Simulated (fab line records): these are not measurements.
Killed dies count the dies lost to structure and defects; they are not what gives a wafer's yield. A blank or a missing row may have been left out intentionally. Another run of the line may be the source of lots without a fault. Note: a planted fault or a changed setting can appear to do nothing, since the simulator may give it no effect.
Matching of chambers	flow sky130	rie-diel-02 running SKY_CONTACT_ETCH_17: 4 sister chambers
The step etches SiO2 in C4F8/O2/Ar, stops on Si3N4, target depth 340 nm. 7 wafers are shown with their chamber, then 9 later ones without.

## WAFERS, EACH WITH ITS CHAMBER
wafer	chamber	oes-product-au (a.u.)
L080.6	0	0.900
L082.2	2	0.895
L082.3	3	0.893
L082.4	1	0.889
L083.1	0	0.892
L083.4	1	0.887
L083.6	2	0.891

## WAFERS MISSING THEIR CHAMBER
wafer	oes-product-au (a.u.)
L085.2	0.884
L085.4	0.886
L085.6	0.892
L091.4	0.896
L091.5	0.888
L091.6	0.902
L097.1	0.895
L097.2	0.896
L097.6	0.888

## THE CHAMBER EACH PASSED THROUGH
wafer	from the rows above	in truth
L085.2	can't be placed: 1 or 2 or 3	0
L085.4	can't be placed: 1 or 2 or 3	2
L085.6	can't be placed: 2 or 3 or 0 or 1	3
L091.4	can't be placed: 0 or 2 or 3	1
L091.5	can't be placed: 1 or 2 or 3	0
L091.6	can't be placed: 0 or 2 or 3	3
L097.1	can't be placed: 0 or 2 or 3 or 1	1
L097.2	can't be placed: 0 or 2 or 3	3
L097.6	can't be placed: 1 or 2 or 3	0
0 of 9 placed correctly. Unplaceable from these rows: 9, with the true chamber sitting among the candidates in 5. Number placed wrongly: 0.
How it was worked out, from the rows above alone: a wafer's distance from a chamber is the root of the sum, over the readings, of the square of ((its reading less the chamber's mean) divided by the reading's scatter). The wafer belongs to the nearest chamber; if the next one is less than 2 further off, it can't be placed. The mean given for a chamber averages the wafers shown for that chamber. The scatter is the square root of a quotient: the sum, over the shown wafers, of each reading's squared deviation from its chamber's mean, divided by wafers minus chambers.
